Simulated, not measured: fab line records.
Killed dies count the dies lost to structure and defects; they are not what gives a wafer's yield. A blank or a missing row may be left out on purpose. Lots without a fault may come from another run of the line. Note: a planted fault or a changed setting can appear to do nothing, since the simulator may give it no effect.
Comparing a struck lot with a sound one / flow sky130 / 16 steps out of a route of 708
Sound: wafers L655.3, L655.4, L655.6. Struck: wafers L670.2, L670.6. (L670.3 of the same lot was not struck and is left out.) The cause comes at the end.
For every step that has rows: the tool of each side, followed by ch and its chambers, followed by its first start. Under that, the readings that differ: sound wafers / struck wafers / difference of the means / sigmas: that difference in standard deviations of wafers without a fault.
alike: a reading whose means differ by less than 2 such deviations, as well as words and numbers matching on both sides. not compared: withheld readings; readings where some wafer has no value; bounds like >300 that might hide an equal value; numbers whose values overlap and for which the record gives no deviation.
The two part at a step that has a row with sigmas, a row that says differs or no value, or rows on one side only. Numbers that don't overlap but have no deviation are shown without sigmas and don't part them. A reading missing from all wafers of one side parts the sides only when that side holds two or more wafers.

first, 8 steps without rows for these wafers: SKY_METAL1_DEHYDRATE_07 (time 60 s); SKY_METAL1_HMDS_08 (prime time 60 s); SKY_METAL1_COAT_09 (resist thk 60 nm); SKY_METAL1_COAT_10 (resist thk 450 nm); SKY_METAL1_SOFTBAKE_11 (time 90 s); SKY_METAL1_EXPOSE_12 (exposes mask MM1, target cd 140 nm); SKY_METAL1_PEB_13; SKY_METAL1_DEVELOP_14 (develop time 60 s).
SKY_METAL1_CD_MEAS_15: the cd target is 140 nm.
  sound on cd_sem-01, day 32 14:27; struck on cd_sem-01, day 37 09:56
  alike: cd_nm
SKY_METAL1_OVL_MEAS_16:
  sound on overlay-02, day 32 14:34; struck on overlay-02, day 37 10:02
  alike: METAL1_OVL
SKY_METAL1_DESCUM_17: chemistry O2, time 8 s.
  sound on rie_metal-01 ch 0, day 32 14:36; struck on rie_metal-03 ch 0,1, day 37 10:04
  alike: drypump_motor_current_A, oes_product_au
  not compared: rf_hours_counter_h
SKY_METAL1_ETCH_18: etches BARC in N2/H2, stops on SiO2, time 45.9 s, target depth 60 nm.
  sound on rie_metal-01 ch 0, day 32 14:41; struck on rie_metal-03 ch 0,1, day 37 10:06
  alike: drypump_motor_current_A, oes_product_au, throttle_valve_pct
  not compared: rf_hours_counter_h
SKY_METAL1_METAL_ETCH_19: etches the open film in Cl2/BCl3, stops on SiO2, target depth 360 nm, time 78 s.
  sound on rie_metal-01 ch 0, day 32 14:50; struck on rie_metal-03 ch 0,1, day 37 10:10
reading=model.KrF-thick_of_METAL1_COAT_10.thk_nm (nm); sound=155.8 158.3 156.8; struck=55.74 61.1; difference=-98.55; sigmas=
reading=model.METAL1.cd_nm (nm); sound=138.5 138.1 140.9; struck=127.8 127.1; difference=-11.7; sigmas=
reading=model.SiO2_of_CONTACT_HDPCVD_02.thk_nm (nm); sound=328.7 328.4 327.2; struck=320.3 320.5; difference=-7.7; sigmas=
  alike: drypump_motor_current_A, oes_product_au, throttle_valve_pct
  not compared: rf_hours_counter_h
SKY_METAL1_STRIP_20: strips in O2/N2.
  sound on plasma_asher-03 ch 0,1, day 32 14:59; struck on plasma_asher-02 ch 0,1, day 37 10:16
reading=oes_product_au (a.u.); sound=0.338 0.340 0.354; struck=0.310 0.298; difference=-0.040; sigmas=-8
reading=strip_time_to_endpoint_s (s); sound=2.68 2.69 2.69; struck=1.55 1.60; difference=-1.11; sigmas=-32
  alike: drypump_motor_current_A
  not compared: rf_hours_counter_h
then, 1 step without rows for these wafers: SKY_METAL1_STRIP_21 (strips in post etch residue remover, time 1200 s).
-- the record jumps here: 12 days lie between the struck wafers' starts before and after (it left off in module METAL1 and takes up again in module PAD_OPEN, whose first step shown is number 708 of the route) --
SKY_PAD_OPEN_PROBE_99:
  sound on prober-01, day 45 13:43; struck on prober-01, day 49 05:40
reading=model.etest.met1.width_nm (nm); sound=138.9 137.2 142.1; struck=128 132.5; difference=-9; sigmas=
reading=model.etest.met1.line_ohm_um; sound=0.9504 0.944 0.9171; struck=1.008 0.966; difference=+0.050; sigmas=
  alike: defect_limited_yield, killed_at_M0_to_M3, killed_at_M4_up, killed_at_contacts, killed_at_front_end, killed_at_other, killed_dies, killed_open, killed_short, sort_bin_3_pad_short, sort_bin_5_function, sort_bin_6_memory, sort_n_pass, sort_yield_pct

WHERE THEY PART
Within this record, at SKY_METAL1_STRIP_20 only. Later steps at which nothing parts them and some readings are alike: SKY_PAD_OPEN_PROBE_99.

WHY: what the simulator had put in
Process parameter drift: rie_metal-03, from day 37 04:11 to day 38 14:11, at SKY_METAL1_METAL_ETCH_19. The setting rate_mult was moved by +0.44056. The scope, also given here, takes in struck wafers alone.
